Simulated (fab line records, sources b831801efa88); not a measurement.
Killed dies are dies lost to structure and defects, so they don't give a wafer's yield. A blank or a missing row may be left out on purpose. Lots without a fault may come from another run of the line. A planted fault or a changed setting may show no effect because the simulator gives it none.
Problem report in the 8D (eight disciplines) form, filled by code | flow gf180mcu | the parts of the form that need people (team, actions taken, sign-off) are left out

1. THE PROBLEM
DNWELL_TW at GF_DNWELL_TW_MEAS_09 reads a mean of 1306 on 2 wafers of 2 lots; wafers without a fault read 1360 with a standard deviation of 6.9. That is -7.8 standard deviations from the usual mean.
First seen on wafer L887.5, day 4 22:34, on film_metro-04. The record holds 42 wafers of 14 lots with a number at this step. Rule for "out", or "out of limits": more than 4 standard deviations from the usual mean. The other wafers with a number count as sound.

2. WHAT IT IS AND WHAT IT IS NOT
question                    | is               | is not
which readings at this step | DNWELL_TW        | -
which lots                  | L887, L888       | L878, L879, L880, L891, L892, L893, L895, L896, L897, L898, L900, L901
which wafers of those lots  | L887.5, L888.3   | L887.4, L887.6, L888.1, L888.6
read on which gauges        | film_metro-04    | film_metro-02, film_metro-03
when                        | from day 4 22:34 | up to then (11 sound wafers); but 29 sound wafers of L888, L891, L892, L893, L895, L896, L897, L898, L900, L901 came after

3. SUSPECTS, AND WHAT RULES EACH OUT
Counting: a tool at a process step up to the reading stays a suspect if it ran every lot that is out. Sound lots after the first of them don't rule it out here, since some wafers of a struck lot are sound.
- the gauge at GF_DNWELL_TW_MEAS_09: kept. All the wafers that are out were read on film_metro-04, and no step on other tools shows them out.
- implanter-04 at GF_DNWELL_IMPLANT_07: kept. It ran every lot that is out, first L887 (day 4 22:22); its last sound lot up to then is L880 (day 3 05:22).
Left after counting: implanter-04 at GF_DNWELL_IMPLANT_07, film_metro-04 at GF_DNWELL_TW_MEAS_09.

4. THE CAUSE (what the simulator had put in)
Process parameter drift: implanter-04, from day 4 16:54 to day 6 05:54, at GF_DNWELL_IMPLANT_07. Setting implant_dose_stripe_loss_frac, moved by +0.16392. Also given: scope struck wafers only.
Counting left 2 suspects, and this tool is among them.

5. THE CHAIN OF EFFECTS, in route order
Each row: a reading whose mean over the struck wafers that have a number lies more than 3 standard deviations from the usual. Only readings for which the record gives a usual standard deviation are gone through. hours: the time from each lot's start at the first step in this table that gives one to its start at this step, as a median over the lots. sigmas: the change in usual standard deviations.
hours | step                 | reading   | usual | on struck wafers | change | sigmas
0     | GF_DNWELL_TW_MEAS_09 | DNWELL_TW | 1360  | 1306             | -54    | -7.8
Later measuring or inspecting steps at which every struck wafer that the step has a row for has a number for every such reading, and none has moved that far: GF_HV_LDD_TW_MEAS_38, GF_NSD_OVL_MEAS_08.

6. WHAT WOULD HAVE CAUGHT IT SOONER
In this record the first reading out of limits at a measuring or inspecting step was taken at day 4 22:34, 6 hours after the fault began at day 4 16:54.
Of the tool readings at GF_DNWELL_IMPLANT_07 for which the record gives a usual standard deviation, none was out on any struck wafer, so an alarm limit of 4 standard deviations on them would not have fired.
Of the lots that are out (2), L888 began GF_DNWELL_IMPLANT_07 on implanter-04 after day 4 22:34. A hold on the tool at that time would have spared it.
